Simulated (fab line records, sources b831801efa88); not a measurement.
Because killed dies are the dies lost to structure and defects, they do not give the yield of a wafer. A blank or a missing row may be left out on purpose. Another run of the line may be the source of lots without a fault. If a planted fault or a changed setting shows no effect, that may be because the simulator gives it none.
One fault through the eyes of 2 desks    flow gf180mcu    numbers are kept per desk, each desk with only its own; the story behind them comes last

## DESK OF THE TOOL OWNER: implanter-03
The tool's own readings at GF_MVPSD_IMPLANT_08: means of the sampled wafers that have a number, for each lot that ran on this tool. If a lot's mean is further than 4 standard deviations from the usual mean, the lot is out of limits and carries the mark OUT (the distance appears in the brackets).
Columns: A = beam energy keV at GF_MVPSD_IMPLANT_08, usual 170.00; B = dose ions cm2 at GF_MVPSD_IMPLANT_08, usual 1.4997e+13; C = faraday current uA at GF_MVPSD_IMPLANT_08, usual 84.6
lot   first seen here  A       B                             C
L101  day 6 05:47      170.00  1.4988e+13                    85.9
L103  day 6 18:47      169.98  1.4984e+13                    83.3
L104  day 7 06:44      169.96  1.4981e+13                    83.5
L107  day 7 23:10      170.06  5.0257e+12 (-99 or more) OUT  28.7 (-33) OUT
L113  day 9 07:05      170.00  5.0640e+12 (-99 or more) OUT  28.2 (-33) OUT
This desk's finding: out of limits on L107, L113; first on L107, day 7 23:10 (dose ions cm2 at GF_MVPSD_IMPLANT_08). L101, L103, L104 stayed within limits.

## FROM THE METROLOGY DESK
What the gauges read, lot by lot, whatever tool the lot ran on: means of the sampled wafers that have a number. If a lot's mean is further than 4 standard deviations from the usual mean, the lot is out of limits and carries the mark OUT (the distance appears in the brackets).
Columns: A = MVSD_TW at GF_MVSD_TW_MEAS_11, usual 1572; B = MVPSD_TW at GF_MVPSD_TW_MEAS_11, usual 551; C = VT_IMPLANT_3_TW at GF_VT_IMPLANT_TW_MEAS_32, usual 268.0; D = NWELL_RS at GF_VT_IMPLANT_RS_MEAS_47, usual 488.8 ohm/sq; E = MVPSD_RS at GF_VT_IMPLANT_RS_MEAS_49, usual 1171 ohm/sq
lot   first seen here  A     B              C      D      E
L997  day 4 17:43      1567  545            269.8  488.3  1165
L998  day 4 21:52      1589  551            265.2  489.8  1174
L100  day 5 08:41      1551  544            266.8  487.0  1170
L101  day 5 14:51      1572  555            268.9  490.3  1177
L102  day 5 20:44      1551  549            263.6  487.0  1173
L103  day 6 03:16      1557  548            267.9  487.1  1170
L104  day 6 15:32      1564  552            267.5  489.6  1174
L105  day 6 21:38      1557  551            269.9  490.0  1176
L106  day 7 01:47      1584  555            270.2  488.4  1170
L107  day 7 07:30      1582  428 (-25) OUT  267.1  489.8  1966 (+99 or more) OUT
L113  day 8 14:23      1581  425 (-26) OUT  265.8  488.1  1952 (+99 or more) OUT
L116  day 9 06:05      1584  556            269.3  489.1  1176
L117  day 9 12:55      1588  555            266.6  487.8  1169
Per this desk, out of limits: L107, L113; the first was L107, day 7 23:31 (MVPSD_TW at GF_MVPSD_TW_MEAS_11). L997, L998, L100, L101, L102, L103, L104, L105, L106, L116, L117 stayed within limits.

## PUT TOGETHER
An alarm could have come from the tool owner's desk at day 7 23:10, on L107, L113.
At day 7 23:31 the metrology desk could have sounded an alarm, on L107, L113.
Of the lots named, all ran GF_MVPSD_IMPLANT_08 on implanter-03.

## WHAT THE SIMULATOR PUT IN
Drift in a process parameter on implanter-03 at GF_MVPSD_IMPLANT_08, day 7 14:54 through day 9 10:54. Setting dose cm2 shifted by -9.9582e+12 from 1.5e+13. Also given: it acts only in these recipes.
Struck lots among those shown: L107, L113.
Hours from the fault's start to each desk's first reading out of limits: the tool owner's desk, 8; the metrology desk, 9.
